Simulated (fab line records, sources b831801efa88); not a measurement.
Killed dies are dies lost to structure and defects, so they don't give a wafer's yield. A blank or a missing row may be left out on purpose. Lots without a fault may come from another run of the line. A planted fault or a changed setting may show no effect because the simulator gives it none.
Tool commonality check | flow sky130 | 11 lots, 33 wafers sampled

WHY IT WAS OPENED
At SKY_PWDE_TW_MEAS_10 the reading PWDE_TW is flagged on 3 of 11 lots. Wafers without a fault read 369.0, standard deviation 2.9.
Rule: a lot is flagged when every wafer of it that has a number lies more than 4 standard deviations from that mean, or none has a number. The other lots count as sound.

lot  | measured    | on            | PWDE_TW, wafer by wafer | flag
L137 | day 4 02:31 | film_metro-04 | 368.7 370.6 369.7       |
L138 | day 4 09:06 | film_metro-04 | 369.2 369.3 369.2       |
L139 | day 4 17:59 | film_metro-02 | 372.3 372.4 373.1       |
L141 | day 5 04:53 | film_metro-02 | 371.3 372.7 371.6       |
L142 | day 5 11:34 | film_metro-01 | 365.8 363.8 363.9       |
L144 | day 6 09:04 | film_metro-04 | 392.9 395.0 394.0       | FLAGGED
L148 | day 6 23:27 | film_metro-01 | 390.6 390.6 390.6       | FLAGGED
L149 | day 7 01:04 | film_metro-02 | 395.8 393.9 394.4       | FLAGGED
L153 | day 8 02:13 | film_metro-04 | 366.0 365.4 369.6       |
L155 | day 8 13:31 | film_metro-02 | 372.6 370.7 370.9       |
L158 | day 9 07:04 | film_metro-01 | 364.6 366.0 367.8       |
The numbers of the flagged lots are 393.1 on average: +24.1 against the usual, or +8 standard deviations.

WHICH TOOL RAN EACH LOT
The record holds 3 process steps before the reading, out of a route of 708 steps. In each cell: the tool, then ch and the chambers that the sampled wafers went through, then the start.
lot  | flag    | SKY_FIELD_ISO_ETCH_14             | SKY_FIELD_ISO_STRIP_16              | SKY_PWDE_IMPLANT_08
L137 |         | rie_diel-02 ch 1,2, day 2 14:33   | plasma_asher-02 ch 0,1, day 2 14:38 | implanter-01 ch 0, day 4 02:16
L138 |         | rie_diel-03 ch 0,1,2, day 2 20:55 | plasma_asher-03 ch 0,1, day 2 21:02 | implanter-04 ch 0, day 4 08:54
L139 |         | rie_diel-04 ch 0,2,3, day 3 02:56 | plasma_asher-03 ch 0,1, day 3 03:04 | implanter-01 ch 0, day 4 17:47
L141 |         | rie_diel-02 ch 0,2,3, day 3 11:54 | plasma_asher-04 ch 0,1, day 3 12:02 | implanter-01 ch 0, day 5 04:40
L142 |         | rie_diel-03 ch 2,3, day 3 16:36   | plasma_asher-02 ch 0,1, day 3 16:42 | implanter-01 ch 0, day 5 11:19
L144 | FLAGGED | rie_diel-02 ch 0,2,3, day 4 15:18 | plasma_asher-04 ch 0,1, day 4 15:24 | implanter-01 ch 0, day 6 08:49
L148 | FLAGGED | rie_diel-02 ch 0,1, day 5 00:09   | plasma_asher-04 ch 0,1, day 5 00:17 | implanter-01 ch 0, day 6 23:15
L149 | FLAGGED | rie_diel-04 ch 0,1,3, day 5 04:26 | plasma_asher-04 ch 0,1, day 5 04:32 | implanter-01 ch 0, day 7 00:50
L153 |         | rie_diel-02 ch 0,2,3, day 6 02:42 | plasma_asher-04 ch 1, day 6 02:47   | implanter-04 ch 0, day 8 01:58
L155 |         | rie_diel-04 ch 0,2,3, day 6 13:21 | plasma_asher-04 ch 0,1, day 6 13:26 | implanter-02 ch 0, day 8 13:16
L158 |         | rie_diel-02 ch 1,3, day 7 06:33   | plasma_asher-02 ch 0,1, day 7 06:38 | implanter-02 ch 0, day 9 06:49
What these steps do:
- SKY_FIELD_ISO_ETCH_14: etches BARC in N2/H2, stops on SiO2, time 45.9 s, target depth 60 nm.
- SKY_FIELD_ISO_STRIP_16: strips in O2/N2.
- SKY_PWDE_IMPLANT_08
- SKY_PWDE_TW_MEAS_10

FLAGGED OVER TOTAL, TOOL BY TOOL (the gauges that took the reading come last)
step                   | tool            | lots run | flagged | share of the flagged lots | sound lots run after its first flagged lot
SKY_FIELD_ISO_ETCH_14  | rie_diel-02     | 6        | 2       | some                      | 2 (L153,L158)
SKY_FIELD_ISO_ETCH_14  | rie_diel-03     | 2        | 0       | none                      | -
SKY_FIELD_ISO_ETCH_14  | rie_diel-04     | 3        | 1       | some                      | 1 (L155)
SKY_FIELD_ISO_STRIP_16 | plasma_asher-02 | 3        | 0       | none                      | -
SKY_FIELD_ISO_STRIP_16 | plasma_asher-03 | 2        | 0       | none                      | -
SKY_FIELD_ISO_STRIP_16 | plasma_asher-04 | 6        | 3       | all                       | 2 (L153,L155)
SKY_PWDE_IMPLANT_08    | implanter-01    | 7        | 3       | all                       | 0
SKY_PWDE_IMPLANT_08    | implanter-02    | 2        | 0       | none                      | -
SKY_PWDE_IMPLANT_08    | implanter-04    | 2        | 0       | none                      | -
SKY_PWDE_TW_MEAS_10    | film_metro-01   | 3        | 1       | some                      | 1 (L158)
SKY_PWDE_TW_MEAS_10    | film_metro-02   | 4        | 1       | some                      | 1 (L155)
SKY_PWDE_TW_MEAS_10    | film_metro-04   | 4        | 1       | some                      | 1 (L153)

WHAT THE TABLE ALLOWS
2 rows of the table ran every flagged lot: plasma_asher-04 at SKY_FIELD_ISO_STRIP_16, implanter-01 at SKY_PWDE_IMPLANT_08.
- plasma_asher-04 at SKY_FIELD_ISO_STRIP_16: 3 of its 6 lots flagged. Sound lots ran on it after the first flagged one (L153, L155), which a lasting fault on the whole tool wouldn't allow.
- implanter-01 at SKY_PWDE_IMPLANT_08: 3 of its 7 lots flagged. Its last sound lot is L142 (day 5 11:19), its first flagged lot L144 (day 6 08:49): a fault that began between those two fits. Its own readings lie more than 4 standard deviations out on every wafer of the flagged lots: beam_on_s, faraday_current_uA.
One tool is left: implanter-01 at SKY_PWDE_IMPLANT_08.

WHAT THE SIMULATOR HAD PUT IN
Process parameter drift: implanter-01, from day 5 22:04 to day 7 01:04, at SKY_PWDE_IMPLANT_08. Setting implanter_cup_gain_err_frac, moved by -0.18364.
Lots struck among those shown: L144, L148, L149. The rule above found the same.
